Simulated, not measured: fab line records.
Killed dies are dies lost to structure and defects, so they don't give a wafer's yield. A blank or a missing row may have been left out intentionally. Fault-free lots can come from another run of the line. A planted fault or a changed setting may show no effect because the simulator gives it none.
A struck lot beside a sound one ; flow gf180mcu ; 43 steps out of a route of 602
Sound: these wafers, L512.2, L512.4, L512.5. Struck: wafer L527.2 (left out: L527.1, L527.3 of the same lot, which were not struck); the cause appears at the end.
Each step with rows lists, per side, the tool, then ch with its chambers, then its first start. Under that, the readings that differ: sound wafers ; struck wafers ; difference of the means ; sigmas: that difference in standard deviations of wafers without a fault.
alike: readings whose means differ by less than 2 such deviations, and words and numbers that are the same on both sides. not compared: withheld readings, readings that some wafer has no value for, bounds like >300 that may hide the same value, and numbers for which the record gives no deviation and whose values overlap.
Wherever a step has rows on one side only, a row that says differs or no value, or a row with sigmas, the two part there. When numbers do not overlap yet have no deviation, they are printed without sigmas and do not part them. A reading that every wafer of one side lacks parts them only if that side has two wafers or more.

first, 1 step without rows for these wafers: GF_VT_IMPLANT_IMPLANT_08.
GF_VT_IMPLANT_STRIP_09: strips in O2/N2.
  sound on plasma asher-02 ch 1, day 6 01:50; struck on plasma asher-01 ch 1, day 10 02:29
reading;sound;struck;difference;sigmas
heater power w (W);385 391 382;300;-86;-3
  alike: drypump motor current A, oes product au, strip time to endpoint s
  not compared: rf hours counter h
GF_VT_IMPLANT_TW_MEAS_10:
  sound on film metro-04 at day 6 01:57; struck on film metro-04 at day 10 02:35
  alike: VT_IMPLANT_TW
then, 7 steps without rows for these wafers: GF_VT_IMPLANT_DEHYDRATE_11 (time 60 s); GF_VT_IMPLANT_HMDS_12 (prime time 60 s); GF_VT_IMPLANT_COAT_13 (resist thk 1000 nm); GF_VT_IMPLANT_SOFTBAKE_14 (time 60 s); GF_VT_IMPLANT_EXPOSE_15 (exposes mask Nwell LV AREA, target cd 860 nm); GF_VT_IMPLANT_PEB_16; GF_VT_IMPLANT_DEVELOP_17 (develop time 60 s).
GF_VT_IMPLANT_OVL_MEAS_18:
  sound on overlay-02 at day 6 17:10; struck on overlay-02 at day 10 20:31
  alike: VT_IMPLANT_01_OVL
next, for these wafers, 1 step has no rows: GF_VT_IMPLANT_IMPLANT_19.
GF_VT_IMPLANT_STRIP_20: strips in O2/N2.
  sound on plasma asher-01 ch 0,1, day 6 17:21; struck on plasma asher-02 ch 0, day 10 20:42
reading;sound;struck;difference;sigmas
drypump motor current A (A);5.3 5.2 5.3;6.1;+0.8;+2
  alike: heater power w, oes product au, strip time to endpoint s
  not compared: rf hours counter h
GF_VT_IMPLANT_TW_MEAS_21:
  sound on film metro-04 at day 6 17:28; struck on film metro-04 at day 10 20:48
  alike: VT_IMPLANT_2_TW
then, 7 steps without rows for these wafers: GF_VT_IMPLANT_DEHYDRATE_22 (time 60 s); GF_VT_IMPLANT_HMDS_23 (prime time 60 s); GF_VT_IMPLANT_COAT_24 (resist thk 1000 nm); GF_VT_IMPLANT_SOFTBAKE_25 (time 60 s); GF_VT_IMPLANT_EXPOSE_26 (exposes mask LVPWELL HV AREA, target cd 860 nm); GF_VT_IMPLANT_PEB_27; GF_VT_IMPLANT_DEVELOP_28 (develop time 60 s).
GF_VT_IMPLANT_OVL_MEAS_29:
  sound on overlay-01 at day 7 08:40; struck on overlay-01 at day 11 14:24
  alike: VT_IMPLANT_02_OVL
next, for these wafers, 1 step has no rows: GF_VT_IMPLANT_IMPLANT_30.
GF_VT_IMPLANT_STRIP_31: strips in O2/N2.
  sound on plasma asher-04 ch 0, day 7 08:50; struck on plasma asher-04 ch 1, day 11 14:35
  alike: drypump motor current A, heater power w, oes product au, strip time to endpoint s
  not compared: rf hours counter h
GF_VT_IMPLANT_TW_MEAS_32:
  sound on film metro-04 at day 7 08:57; struck on film metro-03 at day 11 14:41
  alike: VT_IMPLANT_3_TW
then, 7 steps without rows for these wafers: GF_VT_IMPLANT_DEHYDRATE_33 (time 60 s); GF_VT_IMPLANT_HMDS_34 (prime time 60 s); GF_VT_IMPLANT_COAT_35 (resist thk 1000 nm); GF_VT_IMPLANT_SOFTBAKE_36 (time 60 s); GF_VT_IMPLANT_EXPOSE_37 (exposes mask Nwell HV AREA, target cd 860 nm); GF_VT_IMPLANT_PEB_38; GF_VT_IMPLANT_DEVELOP_39 (develop time 60 s).
GF_VT_IMPLANT_OVL_MEAS_40:
  sound on overlay-01 at day 8 00:34; struck on overlay-01 at day 12 10:01
  alike: VT_IMPLANT_03_OVL
next, for these wafers, 1 step has no rows: GF_VT_IMPLANT_IMPLANT_41.
GF_VT_IMPLANT_STRIP_42: strips in O2/N2.
  sound on plasma asher-04 ch 0, day 8 00:44; struck on plasma asher-01 ch 1, day 12 10:12
  alike: drypump motor current A, heater power w, oes product au, strip time to endpoint s
  not compared: rf hours counter h
GF_VT_IMPLANT_TW_MEAS_43:
  sound on film metro-04 at day 8 00:51; struck on film metro-01 at day 12 10:18
  alike: VT_IMPLANT_4_TW
then, 1 step without rows for these wafers: GF_VT_IMPLANT_CLEAN_44 (cleans in SC1/SC2, time 150 s).
GF_VT_IMPLANT_RTA_45: time 30 s.
  sound on rtp anneal-01 ch 0, day 8 00:58; struck on rtp anneal-02 ch 0, day 12 10:25
  alike: lamp power pct, wafer_temp_C_max
GF_VT_IMPLANT_RS_MEAS_46: uses a four-point probe to measure.
  sound on film metro-02 at day 8 01:04; struck on film metro-02 at day 12 10:31
  alike: MVSD_RS
GF_VT_IMPLANT_RS_MEAS_47: uses a four-point probe to measure.
  sound on film metro-02 at day 8 01:11; struck on film metro-02 at day 12 10:38
  alike: NWELL_RS
GF_VT_IMPLANT_RS_MEAS_48: uses a four-point probe to measure.
  sound on film metro-02 at day 8 01:19; struck on film metro-02 at day 12 10:45
  alike: LVPWELL_RS
GF_VT_IMPLANT_RS_MEAS_49: uses a four-point probe to measure.
  sound on film metro-02 at day 8 01:26; struck on film metro-02 at day 12 10:52
  alike: MVPSD_RS
-- the record jumps here: 21 days lie between the struck wafers' starts before and after (it left off in module VT_IMPLANT and takes up again in module PASSIVATION, whose first step shown is number 602 of the route) --
GF_PASSIVATION_PROBE_99:
  rows exist in the record for the struck wafers here (prober-01, day 33 17:10), but not for the sound ones

== WHERE THEY PART ==
At GF_VT_IMPLANT_STRIP_09 first; at GF_PASSIVATION_PROBE_99 last (within this record only).

WHY: the cause the simulator had injected
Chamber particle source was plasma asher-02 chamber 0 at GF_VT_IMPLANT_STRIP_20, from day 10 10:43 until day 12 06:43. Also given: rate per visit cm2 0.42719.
